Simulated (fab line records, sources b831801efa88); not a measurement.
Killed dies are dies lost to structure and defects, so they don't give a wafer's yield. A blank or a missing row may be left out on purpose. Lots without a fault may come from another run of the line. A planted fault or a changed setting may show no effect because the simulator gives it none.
fab line records | flow sky130
record lots=5 wafers=15 last_day=50
route steps=708 shown VIA4@647 METAL5@661
lots that met no fault: from a run of the same line without faults
start_h: hours from the record's first day to the start of the lot's first wafer shown | wait_h: hours since the lot's step before | " the same as in the row above | L1.1+2: a row that stands for several wafers | - no value, or no start given | * or withheld: withheld | < > ~ a bound
route shown NAME@n: a module of which the file shows steps, and the number in the route of the first | usual: mean/standard deviation of fault-free wafers | same: alike in all rows | chamber/n: place in a boat | sites: the reading at each site | _std_site: their standard deviation | _edge_site: outer sites' mean less inner sites' | radius_mm: how far each site lies from the wafer's centre | mask NAME#n: copy n | behind: the tool/chamber that last shaped the wafer | hold: why the lot was held/for how many hours/how that ended | device: the transistor (n, p or np) that didn't switch | end of line: the same wafers' tests at the end of the route | a step without rows: its recipe alone | killed: dies lost to structure and defects at the first sort, not the wafer's yield | map: a wafer's dies, x killed, . not, _ none there
set.NAME: the setting as run; set.NAME@STEP: as run at that earlier step | model.NAME: the simulator's own value behind a step, which no gauge read
lots at some steps of the route; a table a step, a row a wafer
services: from which hour (start_h, from the record's first day; less than 0 if before it) a tool's chamber was out of use, for how many hours, and why
## steps
# step SKY_VIA4_EXPOSE_08
# recipe mask_id=VIM4 na=0.6 source_shape=conventional sigma_outer=0.6 polarization=unpolarized target_cd_nm=800 dose_mj=132
# usual exposure_dose_mJ_cm2=132.04/0.12
# columns lot.wafer tool chamber start_h wait_h mask exposure_dose_mJ_cm2
L075.1 iline_stepper-02 0 - - VIM4#0 132.06
L075.2 " 0 " " VIM4#0 132.15
L075.3 " 0 " " VIM4#0 132.01
L084.3 iline_stepper-01 0 - - VIM4#0 132.20
L084.5 " 0 " " VIM4#0 131.89
L084.6 " 0 " " VIM4#0 132.05
L087.1 iline_stepper-01 0 - - VIM4#0 131.99
L087.5 " 0 " " VIM4#0 132.02
L087.6 " 0 " " VIM4#0 131.93
L095.2 iline_stepper-02 0 - - VIM4#0 132.07
L095.3 " 0 " " VIM4#0 132.07
L095.6 " 0 " " VIM4#0 131.76
L096.3 iline_stepper-02 0 - - VIM4#0 132.11
L096.5 " 0 " " VIM4#0 132.02
L096.6 " 0 " " VIM4#0 132.08
# step SKY_VIA4_PEB_09
# recipe temp_c=withheld time_s=* resist=NOVOLAK
# columns lot.wafer tool chamber start_h wait_h
L075.1+2+3 litho_track-01 0 - -
L084.3+5+6 litho_track-03 0 - -
L087.1+5+6 litho_track-01 0 - -
L095.2+3+6 litho_track-01 0 - -
L096.3+5+6 litho_track-04 0 - -
# step SKY_VIA4_DEVELOP_10
# recipe resist=NOVOLAK developer=TMAH develop_time_s=60 dev_temp_c=23
# columns lot.wafer tool chamber start_h wait_h
L075.1+2+3 litho_track-01 0 1017.99 0.1
L084.3+5+6 litho_track-03 0 1068.74 0.1
L087.1+5+6 litho_track-01 0 1089.19 0.1
L095.2+3+6 litho_track-01 0 1133.66 0.1
L096.3+5+6 litho_track-04 0 1136.87 0.1
# step SKY_VIA4_OVL_MEAS_11
# usual VIA4_OVL=-0.7/1.3
# columns lot.wafer tool chamber start_h wait_h VIA4_OVL[nm]
L075.1 overlay-02 - 1018.14 0.1 -3.2
L075.2 " - " " -1.4
L075.3 " - " " -2.6
L084.3 overlay-02 - 1068.85 0.1 -2.4
L084.5 " - " " -1.7
L084.6 " - " " -0.3
L087.1 overlay-01 - 1089.34 0.1 -0.9
L087.5 " - " " -0.5
L087.6 " - " " -1.5
L095.2 overlay-01 - 1133.80 0.1 -0.6
L095.3 " - " " -2.2
L095.6 " - " " -1.6
L096.3 overlay-02 - 1136.98 0.1 -2.3
L096.5 " - " " -2.4
L096.6 " - " " -3.7
# step SKY_VIA4_ETCH_12
# recipe target=SiO2 chemistry=C4F8/O2/Ar stop_on=TiN mask_material=NOVOLAK source_w=1500 bias_w=1200 pressure_mtorr=40 c4f8_flow_sccm=withheld O2_flow_sccm=6 Ar_flow_sccm=300 time_s=withheld target_depth_a=5800
# usual bias_w=1199/3.4 oes_product_au=0.926/0.005
# columns lot.wafer tool chamber start_h wait_h bias_w oes_product_au
L075.1 rie_diel-04 1 1018.17 0.0 1201 0.926
L075.2 " 3 " " 1198 0.925
L075.3 " 2 " " 1199 0.924
L084.3 rie_diel-04 2 1068.88 0.0 1199 0.930
L084.5 " 2 " " 1199 0.926
L084.6 " 1 " " 1197 0.929
L087.1 rie_diel-01 2 1089.37 0.0 1200 0.925
L087.5 " 0 " " 1198 0.922
L087.6 " 1 " " 1198 0.931
L095.2 rie_diel-01 1 1133.83 0.0 1197 0.922
L095.3 " 0 " " 1199 0.917
L095.6 " 1 " " 1197 0.924
L096.3 rie_diel-02 2 1137.01 0.0 1195 0.922
L096.5 " 0 " " 1195 0.933
L096.6 " 1 " " 1202 0.923
# step SKY_VIA4_STRIP_13
# recipe chemistry=O2/N2 power_w=1400 pressure_mtorr=1500 platen_temp_c=withheld o2_flow_sccm=3000 n2_flow_sccm=300 overash_fraction=0.5
# usual drypump_motor_current_A=5.63/0.19 oes_product_au=0.710/0.0045 strip_time_to_endpoint_s=12.84/0.038
# columns lot.wafer tool chamber start_h wait_h drypump_motor_current_A oes_product_au rf_hours_counter_h strip_time_to_endpoint_s
L075.1 plasma_asher-01 0 1018.25 - 5.43 0.700 27 12.77
L075.2 " 1 " " 5.97 0.712 27 12.76
L075.3 " 0 " " 5.44 0.700 - 12.79
L084.3 plasma_asher-01 0 1068.98 - 5.47 0.709 - 12.82
L084.5 " 0 " " 5.46 0.704 - 12.89
L084.6 " 1 " " 5.94 0.713 - 12.88
L087.1 plasma_asher-04 0 1089.45 - 5.66 0.711 96 12.84
L087.5 " 0 " " 5.66 0.712 - 12.81
L087.6 " 1 " " 5.44 0.718 - 12.89
L095.2 plasma_asher-03 0 1133.90 - 5.64 0.709 69 12.85
L095.3 " 0 " " 5.65 0.719 - 12.84
L095.6 " 0 " " 5.64 0.713 - 12.85
L096.3 plasma_asher-03 0 1137.11 - 5.62 0.699 - 12.81
L096.5 " 0 " " 5.62 0.704 - 12.83
L096.6 " 1 " " 5.68 0.717 - 12.81
# step SKY_VIA4_STRIP_14
# recipe chemistry=post_etch_residue_remover time_s=1200 temp_c=72.5
# columns lot.wafer tool chamber start_h wait_h
L075.1+2+3 wet_bench-01 3 1018.38 0.1
L084.3+5+6 wet_bench-03 0 1069.05 0.0
L087.1+5+6 wet_bench-01 0 1089.55 0.1
L095.2+3+6 wet_bench-02 1 1134.00 0.1
L096.3+5+6 wet_bench-03 0 1137.18 0.0
# step SKY_VIA4_CLEAN_15
# recipe chemistry=IPA time_s=180 temp_c=25
# columns lot.wafer tool chamber start_h wait_h
L075.1+2+3 wet_bench-02 0 1018.75 0.0
L084.3+5+6 wet_bench-02 2 1069.39 0.0
L087.1+5+6 wet_bench-03 1 1090.07 0.2
L095.2+3+6 wet_bench-03 1 1134.37 0.0
L096.3+5+6 wet_bench-02 0 1137.52 0.0
# step SKY_VIA4_CLEAN_16
# recipe chemistry=O3/DIW dry=n2_spin
# columns lot.wafer tool chamber start_h wait_h
L075.1+2+3 wet_bench-01 0 1018.81 0.0
L084.3+5+6 wet_bench-01 0 1069.45 0.0
L087.1+5+6 wet_bench-03 1 1090.13 0.0
L095.2+3+6 wet_bench-01 2 1134.43 0.0
L096.3+5+6 wet_bench-01 2 1137.59 0.0
# step SKY_VIA4_SPUTTER_17
# recipe material=TiN target_thk_nm=20 chamber_pressure_pa=5 power_w=4000 time_s=80
# usual throttle_valve_pct=29.9/1.1
# columns lot.wafer tool chamber start_h wait_h throttle_valve_pct
L075.1 pvd_sputter-03 - 1018.91 0.0 30.6
L075.2 " - " " 30.0
L075.3 " - " " 28.4
L084.3 pvd_sputter-04 - 1069.54 0.0 32.5
L084.5 " - " " 28.6
L084.6 " - " " 32.3
L087.1 pvd_sputter-04 - 1090.22 0.0 29.7
L087.5 " - " " 29.8
L087.6 " - " " 32.6
L095.2 pvd_sputter-03 - 1134.52 0.0 30.6
L095.3 " - " " 28.5
L095.6 " - " " 30.9
L096.3 pvd_sputter-03 - 1137.68 0.0 30.0
L096.5 " - " " 30.3
L096.6 " - " " 30.1
# step SKY_VIA4_CVD_18
# recipe material=W target_thk_nm=505 time_s=152.14 temp_c=400 pressure_torr=40
# usual heater_power_w=800/47
# columns lot.wafer tool chamber start_h wait_h heater_power_w
L075.1 cvd_w-01 0 1018.97 0.0 788
L075.2 " 1 " " 828
L075.3 " 1 " " 844
L084.3 cvd_w-02 0 1069.65 0.1 829
L084.5 " 0 " " 812
L084.6 " 1 " " 743
L087.1 cvd_w-02 1 1090.28 0.0 721
L087.5 " 1 " " 740
L087.6 " 0 " " 831
L095.2 cvd_w-02 0 1134.58 0.0 838
L095.3 " 1 " " 752
L095.6 " 1 " " 746
L096.3 cvd_w-01 0 1137.79 0.1 786
L096.5 " 0 " " 814
L096.6 " 1 " " 834
# step SKY_VIA4_RS_MEAS_19
# recipe thk_meas_gauge=four-point-probe reads=W_of_VIA4_CVD_18+TiN_of_VIA4_SPUTTER_17
# usual VIA4_W_RS=0.2283/0.0023
# columns lot.wafer tool chamber start_h wait_h VIA4_W_RS[ohm/sq]
L075.1 film_metro-01 - 1019.12 0.1 0.2256
L075.2 " - " " 0.2283
L075.3 " - " " 0.2280
L084.3 film_metro-01 - 1069.80 0.1 0.2296
L084.5 " - " " 0.2303
L084.6 " - " " 0.2256
L087.1 film_metro-01 - 1090.43 0.1 0.2293
L087.5 " - " " 0.2283
L087.6 " - " " 0.2295
L095.2 film_metro-03 - 1134.75 0.1 0.2281
L095.3 " - " " 0.2281
L095.6 " - " " 0.2263
L096.3 film_metro-03 - 1137.93 0.1 0.2274
L096.5 " - " " 0.2300
L096.6 " - " " 0.2287
# step SKY_VIA4_THK_MEAS_20
# recipe thk_meas_gauge=xrf reads=W_of_VIA4_CVD_18
# usual VIA4_W_THK=498/6.3
# columns lot.wafer tool chamber start_h wait_h VIA4_W_THK[nm]
L075.1 film_metro-01 - 1019.24 0.1 507
L075.2 " - " " 503
L075.3 " - " " 506
L084.3 film_metro-01 - 1069.90 0.1 498
L084.5 " - " " 493
L084.6 " - " " 509
L087.1 film_metro-01 - 1090.55 0.1 491
L087.5 " - " " 494
L087.6 " - " " 496
L095.2 film_metro-03 - 1134.86 0.1 508
L095.3 " - " " 504
L095.6 " - " " 504
L096.3 film_metro-03 - 1138.03 0.1 504
L096.5 " - " " 498
L096.6 " - " " 500
# step SKY_VIA4_CMP_21
# recipe stop_on=SiO2 t_overpolish_s=25 down_force_psi=3.5 platen_rpm=60 target_thk_nm=0 pad_velocity_m_s=0.94248
# usual edge_zone_pressure_frac=1.000/0.0046 motor_current_A=11.0/1.3 overpolish_run_s=25.001/0.0087 time_to_endpoint_s=123/3.7
# columns lot.wafer tool chamber start_h wait_h edge_zone_pressure_frac motor_current_A overpolish_run_s time_to_endpoint_s
L075.2 cmp-02 0 1019.30 0.0 0.997 12.2 25.003 118
L075.1 " 2 " " 1.000 12.3 24.994 116
L075.3 " 3 " " 0.997 14.0 24.999 123
L084.3 cmp-01 2 1069.99 0.1 0.997 10.1 24.996 115
L084.5 " 1 " " 0.997 11.2 24.991 117
L084.6 " 2 " " 0.998 9.9 25.014 119
L087.1 cmp-01 1 1090.71 0.1 1.005 11.0 25.001 123
L087.5 " 3 " " 0.992 9.6 24.997 119
L087.6 " 0 " " 1.003 10.8 24.995 119
L095.3 cmp-02 2 1134.93 0.0 1.010 11.4 25.014 116
L095.2 " 1 " " 1.001 11.2 25.001 124
L095.6 " 2 " " 1.005 11.9 25.007 121
L096.3 cmp-01 1 1138.12 0.1 1.002 10.7 25.006 127
L096.5 " 0 " " 0.999 10.5 24.993 121
L096.6 " 1 " " 0.995 10.5 25.014 128
# step SKY_METAL5_SPUTTER_00
# recipe material=Ti target_thk_nm=15 power_w=3000 time_s=10 chamber_pressure_pa=0.4
# usual throttle_valve_pct=30.1/1
# columns lot.wafer tool chamber start_h wait_h throttle_valve_pct
L075.1 pvd_sputter-03 - 1019.60 0.1 30.7
L075.2 " - " " 28.5
L075.3 " - " " 29.8
L084.3 pvd_sputter-02 - 1070.24 0.2 30.6
L084.5 " - " " 30.4
L084.6 " - " " 28.9
L087.1 pvd_sputter-02 - 1090.91 0.1 29.4
L087.5 " - " " 29.0
L087.6 " - " " 30.2
L095.2 pvd_sputter-03 - 1135.23 0.1 30.2
L095.3 " - " " 30.1
L095.6 " - " " 30.4
L096.3 pvd_sputter-03 - 1138.37 0.2 29.6
L096.5 " - " " 30.6
L096.6 " - " " 30.9
# step SKY_METAL5_SPUTTER_01
# recipe material=TiN target_thk_nm=20 power_w=6500 time_s=16.7 chamber_pressure_pa=0.4
# usual throttle_valve_pct=30.1/1
# columns lot.wafer tool chamber start_h wait_h throttle_valve_pct
L075.1 pvd_sputter-03 - 1019.62 0.0 30.8
L075.2 " - " " 28.6
L075.3 " - " " 29.9
L084.3 pvd_sputter-02 - 1070.26 0.0 30.5
L084.5 " - " " 30.7
L084.6 " - " " 28.9
L087.1 pvd_sputter-02 - 1090.93 0.0 29.2
L087.5 " - " " 28.8
L087.6 " - " " 30.6
L095.2 pvd_sputter-03 - 1135.25 0.0 30.7
L095.3 " - " " 29.9
L095.6 " - " " 30.2
L096.3 pvd_sputter-03 - 1138.39 0.0 29.8
L096.5 " - " " 30.7
L096.6 " - " " 30.7
# step SKY_METAL5_SPUTTER_02
# recipe material=AlCu target_thk_nm=1150 power_w=10600 time_s=61.2 chamber_pressure_pa=0.4
# usual throttle_valve_pct=30.1/1
# columns lot.wafer tool chamber start_h wait_h throttle_valve_pct
L075.1 pvd_sputter-03 - 1019.65 0.0 30.5
L075.2 " - " " 28.4
L075.3 " - " " 29.9
L084.3 pvd_sputter-02 - 1070.28 0.0 30.5
L084.5 " - " " 30.4
L084.6 " - " " 28.9
L087.1 pvd_sputter-02 - 1090.96 0.0 29.2
L087.5 " - " " 28.8
L087.6 " - " " 30.5
L095.2 pvd_sputter-03 - 1135.28 0.0 30.5
L095.3 " - " " 29.6
L095.6 " - " " 30.8
L096.3 pvd_sputter-03 - 1138.42 0.0 29.8
L096.5 " - " " 30.9
L096.6 " - " " 30.7
# step SKY_METAL5_SPUTTER_03
# recipe material=Ti target_thk_nm=5 power_w=3000 time_s=3.3 chamber_pressure_pa=0.4
# usual throttle_valve_pct=30.0/1
# columns lot.wafer tool chamber start_h wait_h throttle_valve_pct
L075.1 pvd_sputter-03 - 1019.70 0.0 30.3
L075.2 " - " " 28.5
L075.3 " - " " 29.7
L084.3 pvd_sputter-02 - 1070.33 0.0 30.7
L084.5 " - " " 30.3
L084.6 " - " " 28.9
L087.1 pvd_sputter-02 - 1091.01 0.0 29.1
L087.5 " - " " 28.9
L087.6 " - " " 30.4
L095.2 pvd_sputter-03 - 1135.33 0.0 30.9
L095.3 " - " " 29.8
L095.6 " - " " 30.9
L096.3 pvd_sputter-03 - 1138.47 0.0 30.1
L096.5 " - " " 30.5
L096.6 " - " " 30.4
# step SKY_METAL5_SPUTTER_04
# recipe material=TiN target_thk_nm=70 power_w=6500 time_s=58.3 chamber_pressure_pa=0.4
# usual throttle_valve_pct=30.1/1
# columns lot.wafer tool chamber start_h wait_h throttle_valve_pct
L075.1 pvd_sputter-03 - 1019.72 0.0 30.8
L075.2 " - " " 28.4
L075.3 " - " " 29.9
L084.3 pvd_sputter-02 - 1070.35 0.0 30.4
L084.5 " - " " 30.6
L084.6 " - " " 29.0
L087.1 pvd_sputter-02 - 1091.03 0.0 29.5
L087.5 " - " " 28.9
L087.6 " - " " 30.5
L095.2 pvd_sputter-03 - 1135.34 0.0 30.5
L095.3 " - " " 29.8
L095.6 " - " " 30.5
L096.3 pvd_sputter-03 - 1138.49 0.0 29.8
L096.5 " - " " 30.6
L096.6 " - " " 30.3
# step SKY_METAL5_RS_MEAS_05
# recipe thk_meas_gauge=four-point-probe reads=TiN_of_METAL5_SPUTTER_04+Ti_of_METAL5_SPUTTER_03+AlCu_of_METAL5_SPUTTER_02+TiN_of_METAL5_SPUTTER_01+Ti_of_METAL5_SPUTTER_00
# usual METAL5_ALCU_RS=0.0271/0.00035
# columns lot.wafer tool chamber start_h wait_h METAL5_ALCU_RS[ohm/sq]
L075.1 film_metro-01 - 1019.77 0.0 0.0268
L075.2 " - " " 0.0272
L075.3 " - " " 0.0272
L084.3 film_metro-04 - 1070.44 0.1 0.0270
L084.5 " - " " 0.0272
L084.6 " - " " 0.0270
L087.1 film_metro-02 - 1091.08 0.0 0.0276
L087.5 " - " " 0.0272
L087.6 " - " " 0.0269
L095.2 film_metro-02 - 1135.41 0.0 0.0266
L095.3 " - " " 0.0270
L095.6 " - " " 0.0269
L096.3 film_metro-04 - 1138.58 0.1 0.0273
L096.5 " - " " 0.0270
L096.6 " - " " 0.0271
# step SKY_METAL5_THK_MEAS_06
# recipe thk_meas_gauge=xrf reads=AlCu_of_METAL5_SPUTTER_02
# usual METAL5_ALCU_THK=1155/19
# columns lot.wafer tool chamber start_h wait_h METAL5_ALCU_THK[nm]
L075.1 film_metro-01 - 1019.89 0.1 1174
L075.2 " - " " 1157
L075.3 " - " " 1168
L084.3 film_metro-04 - 1070.54 0.1 1159
L084.5 " - " " 1152
L084.6 " - " " 1158
L087.1 film_metro-02 - 1091.20 0.1 1126
L087.5 " - " " 1145
L087.6 " - " " 1150
L095.2 film_metro-02 - 1135.52 0.1 1186
L095.3 " - " " 1163
L095.6 " - " " 1170
L096.3 film_metro-04 - 1138.68 0.1 1141
L096.5 " - " " 1158
L096.6 " - " " 1144
# step SKY_METAL5_DEHYDRATE_07
# recipe temp_c=200 time_s=60
# columns lot.wafer tool chamber start_h wait_h
L075.1+2+3 litho_track-01 0 1029.79 9.9
L084.3+5+6 litho_track-01 0 1080.19 9.6
L087.1+5+6 litho_track-02 0 1100.13 8.9
L095.2+3+6 litho_track-01 0 1143.86 8.3
L096.3+5+6 litho_track-03 0 1146.79 8.1
# step SKY_METAL5_HMDS_08
# recipe prime_time_s=60 prime_temp_c=120
# columns lot.wafer tool chamber start_h wait_h
L075.1+2+3 litho_track-01 0 1029.94 0.1
L084.3+5+6 litho_track-01 0 1080.34 0.1
L087.1+5+6 litho_track-02 0 1100.28 0.1
L095.2+3+6 litho_track-01 0 1144.01 0.1
L096.3+5+6 litho_track-03 0 1146.94 0.1
# step SKY_METAL5_COAT_09
# recipe resist=NOVOLAK spin_rpm=3000 resist_thk_nm=1800
# columns lot.wafer tool chamber start_h wait_h
L075.1+2+3 litho_track-01 0 1030.09 0.1
L084.3+5+6 litho_track-01 0 1080.49 0.1
L087.1+5+6 litho_track-02 0 1100.43 0.1
L095.2+3+6 litho_track-01 0 1144.16 0.1
L096.3+5+6 litho_track-03 0 1147.09 0.1
# step SKY_METAL5_SOFTBAKE_10
# recipe temp_c=90 time_s=60 resist=NOVOLAK
# columns lot.wafer tool chamber start_h wait_h
L075.1+2+3 litho_track-01 0 1030.24 0.1
L084.3+5+6 litho_track-01 0 1080.64 0.1
L087.1+5+6 litho_track-02 0 1100.58 0.1
L095.2+3+6 litho_track-01 0 1144.31 0.1
L096.3+5+6 litho_track-03 0 1147.24 0.1
# step SKY_METAL5_EXPOSE_11
# recipe mask_id=MM5 na=0.6 source_shape=conventional sigma_outer=0.6 polarization=unpolarized target_cd_nm=1600 dose_mj=190
# usual exposure_dose_mJ_cm2=190.02/0.18
# columns lot.wafer tool chamber start_h wait_h mask exposure_dose_mJ_cm2
L075.1 iline_stepper-02 0 - - MM5#0 189.98
L075.2 " 0 " " MM5#0 189.99
L075.3 " 0 " " MM5#0 189.92
L084.3 iline_stepper-02 0 - - MM5#0 189.76
L084.5 " 0 " " MM5#0 189.96
L084.6 " 0 " " MM5#0 189.76
L087.1 iline_stepper-01 0 - - MM5#0 190.31
L087.5 " 0 " " MM5#0 190.12
L087.6 " 0 " " MM5#0 190.20
L095.2 iline_stepper-01 0 - - MM5#0 190.10
L095.3 " 0 " " MM5#0 189.67
L095.6 " 0 " " MM5#0 189.96
L096.3 iline_stepper-02 0 - - MM5#0 189.99
L096.5 " 0 " " MM5#0 190.12
L096.6 " 0 " " MM5#0 189.91
# step SKY_METAL5_PEB_12
# recipe temp_c=withheld time_s=* resist=NOVOLAK
# columns lot.wafer tool chamber start_h wait_h
L075.1+2+3 litho_track-02 0 - -
L084.3+5+6 litho_track-02 0 - -
L087.1+5+6 litho_track-01 0 - -
L095.2+3+6 litho_track-02 0 - -
L096.3+5+6 litho_track-03 0 - -
## services
# columns tool chamber start_h hours kind
cmp-01 - 999.58 1.9 repair
iline_stepper-02 - 1001.35 1.7 pm
iline_stepper-01 - 1003.02 2.1 pm
cmp-02 - 1006.54 0.9 repair
cvd_w-02 - 1009.27 0.8 repair
cmp-01 - 1014.91 2.5 repair
wet_bench-01 - 1016.44 1.9 pm
iline_stepper-01 - 1017.33 1.7 pm
pvd_sputter-04 - 1019.20 2.7 repair
pvd_sputter-02 - 1019.45 3.2 repair
wet_bench-03 - 1020.26 2.3 repair
cmp-01 - 1023.99 0.9 repair
cvd_w-02 0 1030.05 4.6 repair
plasma_asher-03 - 1037.55 0.6 repair
cvd_w-02 - 1038.38 9.4 repair
cmp-01 - 1084.00 4.0 pm
rie_diel-01 - 1095.53 0.4 repair
cmp-01 - 1107.15 3.6 repair
rie_diel-01 1 1110.20 18.9 repair
cmp-01 - 1110.61 1.3 repair
pvd_sputter-02 - 1122.37 6.6 repair
iline_stepper-02 - 1143.20 2.1 pm
pvd_sputter-03 - 1144.95 14.0 repair
iline_stepper-02 - 1154.58 3.7 repair
## key
fault none
